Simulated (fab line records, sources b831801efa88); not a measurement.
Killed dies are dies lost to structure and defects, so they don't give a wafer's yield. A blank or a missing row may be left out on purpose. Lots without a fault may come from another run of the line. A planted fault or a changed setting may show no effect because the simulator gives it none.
One fault seen from 2 desks | flow sfq_line | each desk has only its own numbers; what lay behind them comes last

THE METROLOGY DESK
What the gauges read, lot by lot, whatever tool the lot ran on: means of the sampled wafers that have a number. A lot is out of limits, marked OUT, if its mean lies more than 4 standard deviations from the usual mean; the brackets give that distance.
Columns: A = JJ_NB_RS at SFQ_JJ_RS_MEAS_929, usual 1.041 ohm/sq; B = J5_OVL at SFQ_JJ_OVL_MEAS_931, usual -3 nm
lot  | first seen here | A     | B
L809 | day 57 05:44    | 1.046 | 0
L817 | day 64 10:22    | 1.020 | -1
L818 | day 65 00:43    | 1.026 | -3
L826 | day 67 01:08    | 1.048 | -14
L827 | day 67 09:04    | 1.039 | -1
L830 | day 67 21:10    | 1.045 | -2
L831 | day 68 05:34    | 1.037 | -3
This desk's finding: nothing out of limits on any of the 7 lots.

THE TOOL OWNER'S DESK: rie_metal-03
The tool's own readings at SFQ_TRILAYER_JJ_CE_ETCH_RIE_118 (chemistry SF6, target Nb, stops on Al2O3, time 97.7 s, target depth 170 nm): means of the sampled wafers that have a number, for each lot that ran on this tool. A lot is out of limits, marked OUT, if its mean lies more than 4 standard deviations from the usual mean; the brackets give that distance.
Columns: A = drypump_motor_current_A at SFQ_TRILAYER_JJ_CE_ETCH_RIE_118, usual 5.5 A; B = oes_product_au at SFQ_TRILAYER_JJ_CE_ETCH_RIE_118, usual 0.989 a.u.
lot  | first seen here | A   | B
L818 | day 68 17:53    | 5.5 | 0.999
L826 | day 69 21:29    | 5.4 | 0.994
L827 | day 70 03:31    | 5.4 | 1.004
L830 | day 70 14:26    | 5.4 | 0.994
This desk's finding: nothing out of limits on any of the 4 lots.

PUT TOGETHER
The metrology desk saw nothing out of limits.
The tool owner's desk saw nothing out of limits.

WHAT THE SIMULATOR HAD PUT IN
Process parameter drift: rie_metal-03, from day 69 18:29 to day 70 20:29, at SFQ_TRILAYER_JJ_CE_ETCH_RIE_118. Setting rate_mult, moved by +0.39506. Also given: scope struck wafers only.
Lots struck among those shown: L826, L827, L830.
